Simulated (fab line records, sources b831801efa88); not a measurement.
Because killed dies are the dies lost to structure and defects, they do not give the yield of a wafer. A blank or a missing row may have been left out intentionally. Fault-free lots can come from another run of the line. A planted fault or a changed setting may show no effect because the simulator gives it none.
fab line records	flow gf180mcu
[record] lots = 12	wafers = 36	last-day = 34
route steps=602 shown MVPSD@139 HV_LDD@196
lots that met no fault: from a run of the same line without faults
start-h: hours from the record's opening day to when the first of the lot's shown wafers began	wait-h: hours since the lot's step before	" as in the row above	L1.1+2: one row covering several wafers at once	- either no value or no given start	* or withheld: withheld	< > ~ a bound
route shown NAME@n: a module of which the file shows steps, and the number in the route of the first	usual: the fault-free wafers' mean and standard deviation	same: alike in all rows	chamber/n: place in a boat	sites: readings site by site	_std_site: how widely they spread, as a standard deviation	_edge_site: inner sites' mean taken away from outer sites' mean	radius-mm: for every site, how far away it sits from the centre of the wafer	mask NAME#n: copy n	behind: the most recent tool/chamber to have shaped the wafer	hold: what put the lot on hold/how long, in hours/how the hold closed	device: whichever transistor did not switch (one of n, p or np)	end of line: the tests these same wafers got at the end of their route	where a step has no rows: the recipe by itself	killed: at the first sort, the dies lost to defects and structure; wafer yield is something else	map: a wafer's dies, x killed, . not, _ none there
set.NAME: the setting as run; set.NAME@STEP: as run at that earlier step	model.NAME: the simulator's own value behind a step, which no gauge read
steps of the route over a sample of lots; a table a step, a row a wafer
services: when a tool's chamber went out of use (start-h, in hours from the record's first day, below 0 if earlier), for how many hours, and the reason
[[steps]]
[step GF_VT_IMPLANT_RS_MEAS_49]
[recipe] thk-meas-gauge = four-point-probe
[usual] MVPSD_RS = 1168/3.2
lot.wafer	tool	chamber	start-h	wait-h	MVPSD_RS[ohm/sq]
L248.2	film-metro-03	-	209.80	0.1	1166
L248.5	"	-	"	"	1166
L248.6	"	-	"	"	1166
L250.1	film-metro-02	-	216.74	0.1	1168
L250.4	"	-	"	"	1171
L250.5	"	-	"	"	1172
L251.1	film-metro-04	-	237.33	0.1	1161
L251.2	"	-	"	"	1161
L251.4	"	-	"	"	1162
L254.1	film-metro-02	-	251.08	0.1	1162
L254.3	"	-	"	"	1168
L254.6	"	-	"	"	1166
L256.1	film-metro-02	-	266.27	0.1	1164
L256.3	"	-	"	"	1168
L256.6	"	-	"	"	1167
L255.3	film-metro-04	-	269.66	0.1	1166
L255.4	"	-	"	"	1171
L255.5	"	-	"	"	1171
L258.2	film-metro-02	-	274.64	0.1	1169
L258.5	"	-	"	"	1170
L258.6	"	-	"	"	1169
L257.1	film-metro-02	-	275.57	0.1	1162
L257.2	"	-	"	"	1165
L257.6	"	-	"	"	1164
L261.1	film-metro-04	-	291.07	0.1	1170
L261.2	"	-	"	"	1170
L261.5	"	-	"	"	1170
L260.1	film-metro-03	-	293.23	0.1	1171
L260.3	"	-	"	"	1167
L260.4	"	-	"	"	1166
L262.1	film-metro-04	-	302.38	0.1	1168
L262.4	"	-	"	"	1171
L262.6	"	-	"	"	1165
L263.2	film-metro-02	-	305.89	0.1	1168
L263.4	"	-	"	"	1166
L263.6	"	-	"	"	1165
[step GF_HV_LDD_OVL_MEAS_20]
[usual] HV_LDD_01_OVL = -0.4/1.2
lot.wafer	tool	chamber	start-h	wait-h	HV_LDD_01_OVL[nm]
L248.2	overlay-02	-	292.76	0.1	0.6
L248.5	"	-	"	"	-1.1
L248.6	"	-	"	"	-0.6
L250.1	overlay-02	-	301.45	0.1	-0.9
L250.4	"	-	"	"	1.0
L250.5	"	-	"	"	-0.2
L251.1	overlay-02	-	324.95	0.1	2.3
L251.2	"	-	"	"	0.5
L251.4	"	-	"	"	1.2
L254.1	overlay-02	-	337.69	0.1	-1.5
L254.3	"	-	"	"	-0.5
L254.6	"	-	"	"	-1.6
L256.1	overlay-01	-	357.29	0.1	-2.9
L256.3	"	-	"	"	-4.7
L256.6	"	-	"	"	-2.1
L255.3	overlay-02	-	361.02	0.1	-0.1
L255.4	"	-	"	"	1.6
L255.5	"	-	"	"	0.6
L258.2	overlay-02	-	367.84	0.1	-1.5
L258.5	"	-	"	"	-1.1
L258.6	"	-	"	"	-1.2
L257.1	overlay-02	-	368.95	0.1	-0.2
L257.2	"	-	"	"	0.1
L257.6	"	-	"	"	-0.2
L261.1	overlay-01	-	383.04	0.1	-1.6
L261.2	"	-	"	"	-0.5
L261.5	"	-	"	"	-0.2
L260.1	overlay-01	-	388.60	0.1	-0.2
L260.3	"	-	"	"	-0.7
L260.4	"	-	"	"	-0.5
L262.1	overlay-02	-	395.65	0.1	-1.3
L262.4	"	-	"	"	-0.9
L262.6	"	-	"	"	-1.8
L263.2	overlay-02	-	400.93	0.1	-0.5
L263.4	"	-	"	"	0.5
L263.6	"	-	"	"	-1.2
[step GF_HV_LDD_TW_MEAS_38]
[usual] HV_LDD_3_TW = 1432/8.9
lot.wafer	tool	chamber	start-h	wait-h	HV_LDD_3_TW
L248.2	film-metro-04	-	313.60	0.1	1440
L248.5	"	-	"	"	1443
L248.6	"	-	"	"	1431
L250.1	film-metro-02	-	323.14	0.1	1416
L250.4	"	-	"	"	1425
L250.5	"	-	"	"	1411
L251.1	film-metro-04	-	347.14	0.1	1432
L251.2	"	-	"	"	1434
L251.4	"	-	"	"	1436
L254.1	film-metro-04	-	360.32	0.1	1443
L254.3	"	-	"	"	1446
L254.6	"	-	"	"	1445
L256.1	film-metro-04	-	380.32	0.1	1441
L256.3	"	-	"	"	1442
L256.6	"	-	"	"	1438
L255.3	film-metro-04	-	384.74	0.1	1443
L255.4	"	-	"	"	1438
L255.5	"	-	"	"	1444
L258.2	film-metro-04	-	391.38	0.1	1442
L258.5	"	-	"	"	1433
L258.6	"	-	"	"	1437
L257.1	film-metro-03	-	392.47	0.1	1439
L257.2	"	-	"	"	1435
L257.6	"	-	"	"	1441
L261.1	film-metro-04	-	406.72	0.1	1439
L261.2	"	-	"	"	1438
L261.5	"	-	"	"	1443
L260.1	film-metro-02	-	412.57	0.1	1422
L260.3	"	-	"	"	1421
L260.4	"	-	"	"	1420
L262.1	film-metro-02	-	420.09	0.1	1420
L262.4	"	-	"	"	1424
L262.6	"	-	"	"	1418
L263.2	film-metro-03	-	425.38	0.1	1434
L263.4	"	-	"	"	1431
L263.6	"	-	"	"	1435
[step GF_HV_LDD_CVD_56]
[recipe] material = Si3N4	precursor = DCS/NH3	target-thk-nm = 90	temp-c = 770	time-s = 1543	pressure-mtorr = 250
[usual] spike-tc-centre-C = 770.9/1.3	spike-tc-lower-C = 770.7/1.4	zone-power-centre-pct = 13.7/0.48	zone-power-lower-pct = 14.0/1	zone-power-upper-pct = 13.1/0.65
lot.wafer	tool	chamber	start-h	wait-h	spike-tc-centre-C	spike-tc-lower-C	zone-power-centre-pct	zone-power-lower-pct	zone-power-upper-pct
L248.2	lpcvd-02	1	336.55	0.0	735.1	776.6	4.0	18.8	17.2
L248.5	"	1	"	"	733.9	775.2	4.1	18.7	17.3
L248.6	"	1	"	"	735.1	776.9	4.0	18.7	17.1
L250.1	lpcvd-02	1	344.89	0.1	734.9	777.1	4.0	18.6	17.3
L250.4	"	1	"	"	734.3	776.8	4.1	18.7	17.5
L250.5	"	1	"	"	735.0	776.5	4.0	18.6	17.2
L251.1	lpcvd-01	0	370.86	0.1	772.1	769.9	13.6	15.1	13.6
L251.2	"	0	"	"	771.2	769.8	13.3	15.1	13.9
L251.4	"	0	"	"	772.7	770.3	13.5	15.2	13.6
L254.1	lpcvd-01	0	384.66	0.1	771.4	770.3	13.7	14.7	13.8
L254.3	"	0	"	"	769.9	769.9	13.7	15.1	13.6
L254.6	"	0	"	"	772.7	770.8	13.6	15.4	13.5
L256.1	lpcvd-02	0	404.91	0.1	769.8	770.2	13.9	13.2	12.2
L256.3	"	0	"	"	770.2	771.2	14.2	13.4	12.1
L256.6	"	0	"	"	770.0	770.1	13.8	13.2	12.3
L255.3	lpcvd-02	1	409.97	0.0	770.5	771.9	13.5	13.7	12.7
L255.4	"	1	"	"	770.0	772.6	13.6	13.4	12.5
L255.5	"	1	"	"	770.5	771.8	13.4	13.5	12.7
L258.2	lpcvd-01	0	416.52	0.0	772.7	769.5	13.3	15.0	13.7
L258.5	"	0	"	"	771.4	770.3	13.6	15.2	13.5
L258.6	"	0	"	"	774.6	771.6	13.3	15.3	13.9
L257.1	lpcvd-01	0	417.95	0.5	771.9	770.2	13.6	14.9	13.6
L257.2	"	0	"	"	773.1	770.8	13.3	15.1	13.7
L257.6	"	0	"	"	771.0	770.9	13.4	15.0	13.9
L261.1	lpcvd-02	0	431.07	0.1	769.9	770.9	13.9	13.5	12.2
L261.2	"	0	"	"	769.2	770.3	13.8	13.1	12.0
L261.5	"	0	"	"	770.4	770.1	13.9	13.0	12.4
L260.1	lpcvd-01	0	437.57	0.1	773.0	770.5	13.6	15.3	13.6
L260.3	"	0	"	"	771.2	769.9	13.6	15.0	13.6
L260.4	"	0	"	"	771.0	768.7	13.4	15.2	13.8
L262.1	lpcvd-02	1	446.10	0.1	768.9	771.8	13.3	13.2	12.6
L262.4	"	1	"	"	770.3	773.3	13.3	13.7	12.5
L262.6	"	1	"	"	771.7	773.2	13.4	13.6	12.6
L263.2	lpcvd-02	1	451.92	0.0	770.5	773.5	13.5	13.5	12.6
L263.4	"	1	"	"	771.0	771.1	13.3	13.5	12.5
L263.6	"	1	"	"	771.4	771.7	13.5	13.7	12.4
[step GF_HV_LDD_THK_MEAS_57]
[recipe] reads = Si3N4_of_HV_LDD_CVD_56
[usual] HV_LDD_CVD_56_THK = 90.5/1.1
lot.wafer	tool	chamber	start-h	wait-h	HV_LDD_CVD_56_THK[nm]
L248.2	film-metro-03	-	337.99	0.0	69.5
L248.5	"	-	"	"	69.0
L248.6	"	-	"	"	70.4
L250.1	film-metro-04	-	346.32	0.0	72.1
L250.4	"	-	"	"	81.7
L250.5	"	-	"	"	83.7
L251.1	film-metro-04	-	373.00	0.0	90.4
L251.2	"	-	"	"	91.9
L251.4	"	-	"	"	91.2
L254.1	film-metro-04	-	386.09	0.0	92.0
L254.3	"	-	"	"	92.7
L254.6	"	-	"	"	92.1
L256.1	film-metro-04	-	406.34	0.0	89.7
L256.3	"	-	"	"	89.2
L256.6	"	-	"	"	89.6
L255.3	film-metro-03	-	411.41	0.0	90.0
L255.4	"	-	"	"	89.9
L255.5	"	-	"	"	89.8
L258.2	film-metro-02	-	417.96	0.0	92.5
L258.5	"	-	"	"	92.1
L258.6	"	-	"	"	93.5
L257.1	film-metro-04	-	419.38	0.0	91.4
L257.2	"	-	"	"	91.3
L257.6	"	-	"	"	90.9
L261.1	film-metro-02	-	432.49	0.0	89.1
L261.2	"	-	"	"	88.4
L261.5	"	-	"	"	89.2
L260.1	film-metro-04	-	438.99	0.0	91.0
L260.3	"	-	"	"	90.6
L260.4	"	-	"	"	90.1
L262.1	film-metro-04	-	447.53	0.0	90.7
L262.4	"	-	"	"	91.4
L262.6	"	-	"	"	90.5
L263.2	film-metro-02	-	453.35	0.0	89.7
L263.4	"	-	"	"	90.0
L263.6	"	-	"	"	90.0
[step GF_HV_LDD_ETCHBACK_58]
[recipe] chemistry = CH3F/O2	target = Si3N4	stop-on = SiO2	source-w = 400	bias-w = 80	pressure-mtorr = 25	ch3f-flow-sccm = 40	O2_flow_sccm = 30	time-s = 100	target-depth-a = 900
[usual] drypump-motor-current-A = 5.7/0.37	oes-product-au = 0.845/0.0074	throttle-valve-pct = 10.562/0.0088
lot.wafer	tool	chamber	start-h	wait-h	drypump-motor-current-A	oes-product-au	rf-hours-counter-h	throttle-valve-pct
L248.2	rie-diel-02	0	338.04	0.0	6.0	0.731	2	10.551
L248.5	"	2	"	"	6.0	0.732	-	10.543
L248.6	"	3	"	"	6.0	0.739	-	10.544
L250.1	rie-diel-02	0	346.38	0.1	6.0	0.749	2	10.569
L250.4	"	1	"	"	5.7	0.804	119	10.557
L250.5	"	2	"	"	5.9	0.809	-	10.572
L251.1	rie-diel-02	0	373.06	0.1	6.0	0.841	2	10.580
L251.2	"	1	"	"	5.8	0.852	119	10.575
L251.4	"	3	"	"	5.9	0.844	93	10.559
L254.1	rie-diel-02	2	386.15	0.1	5.9	0.846	6	10.575
L254.3	"	2	"	"	5.9	0.860	-	10.572
L254.6	"	2	"	"	5.9	0.854	-	10.561
L256.1	rie-diel-03	0	406.40	0.1	6.4	0.840	8	10.560
L256.3	"	1	"	"	5.8	0.840	17	10.573
L256.6	"	1	"	"	5.8	0.842	-	10.556
L255.3	rie-diel-02	3	411.45	0.0	5.9	0.838	94	10.547
L255.4	"	2	"	"	5.9	0.838	7	10.557
L255.5	"	2	"	"	5.9	0.842	-	10.561
L258.2	rie-diel-04	1	418.01	0.0	5.8	0.861	1	10.549
L258.5	"	2	"	"	5.5	0.848	-	10.570
L258.6	"	1	"	"	5.8	0.862	-	10.563
L257.1	rie-diel-03	0	419.44	0.1	6.4	0.844	8	10.561
L257.2	"	3	"	"	4.8	0.853	102	10.572
L257.6	"	0	"	"	6.4	0.843	-	10.554
L261.1	rie-diel-04	2	432.55	0.1	5.5	0.839	11	10.567
L261.2	"	0	"	"	5.3	0.842	26	10.568
L261.5	"	1	"	"	5.8	0.844	-	10.576
L260.1	rie-diel-03	0	439.05	0.1	6.4	0.841	8	10.557
L260.3	"	2	"	"	5.4	0.845	2	10.553
L260.4	"	3	"	"	4.8	0.836	102	10.550
L262.1	rie-diel-04	3	447.59	0.1	5.5	0.851	9	10.556
L262.4	"	1	"	"	5.8	0.855	2	10.559
L262.6	"	2	"	"	5.5	0.845	-	10.567
L263.2	rie-diel-02	0	453.40	0.0	6.0	0.845	4	10.551
L263.4	"	1	"	"	5.8	0.837	2	10.551
L263.6	"	1	"	"	5.8	0.847	-	10.565
[[services]]
tool	chamber	start-h	hours	kind
rie-diel-04	1	316.75	-	clean
rie-diel-04	1	316.75	28.5	scheduled-down
rie-diel-04	1	316.75	28.5	vent-cycle
rie-diel-02	0	328.90	1.5	repair
rie-diel-03	0	331.82	10.0	repair
rie-diel-03	2	363.85	-	clean
rie-diel-03	2	363.85	15.6	scheduled-down
rie-diel-03	2	363.85	15.6	vent-cycle
rie-diel-03	3	366.85	3.2	repair
rie-diel-02	1	376.46	-	clean
rie-diel-02	1	376.46	10.2	scheduled-down
rie-diel-02	1	376.46	10.2	vent-cycle
rie-diel-02	0	378.95	6.0	repair
rie-diel-02	3	381.93	21.4	repair
rie-diel-03	1	389.74	7.1	repair
rie-diel-04	1	391.57	7.7	repair
rie-diel-04	-	399.10	15.6	pm
rie-diel-02	-	411.61	15.6	pm
rie-diel-04	-	420.05	2.8	pm
rie-diel-03	0	431.90	4.0	repair
rie-diel-02	-	435.80	0.8	repair
rie-diel-04	0	450.29	1.2	repair
[[key]]
[first-sign] step = GF_HV_LDD_CVD_56	reading = spike-tc-centre-C	direction = down	sigmas = 27	usual = 770.9	struck = 734.7
[effect] step = GF_HV_LDD_CVD_56	reading = zone-power-centre-pct	direction = down	sigmas = 20	usual = 13.7	struck = 4.0
[effect] step = GF_HV_LDD_THK_MEAS_57	reading = HV_LDD_CVD_56_THK	direction = down	sigmas = 15	usual = 90.5	struck = 74.4
[effect] step = GF_HV_LDD_ETCHBACK_58	reading = oes-product-au	direction = down	sigmas = 11	usual = 0.845	struck = 0.761
met-at GF_HV_LDD_CVD_56
struck-lots L248,L250
tester-left-out L248,L250
not-acting-at GF_VT_IMPLANT_RS_MEAS_49,GF_HV_LDD_OVL_MEAS_20,GF_HV_LDD_TW_MEAS_38
[fault] kind = process-parameter-drift	tool = lpcvd-02	chamber = -	onset-h = 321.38	steps = GF_HV_LDD_CVD_56	channel = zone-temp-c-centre	offset = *	shape = step	end-h = 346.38
// tester-left-out: of these lots the tester's yield and bins aren't shown, on N5 and GAA mostly nor the transistor test; their killed dies are dies lost to structure and defects alone, not to doping, threshold or leakage, so they don't give the yield
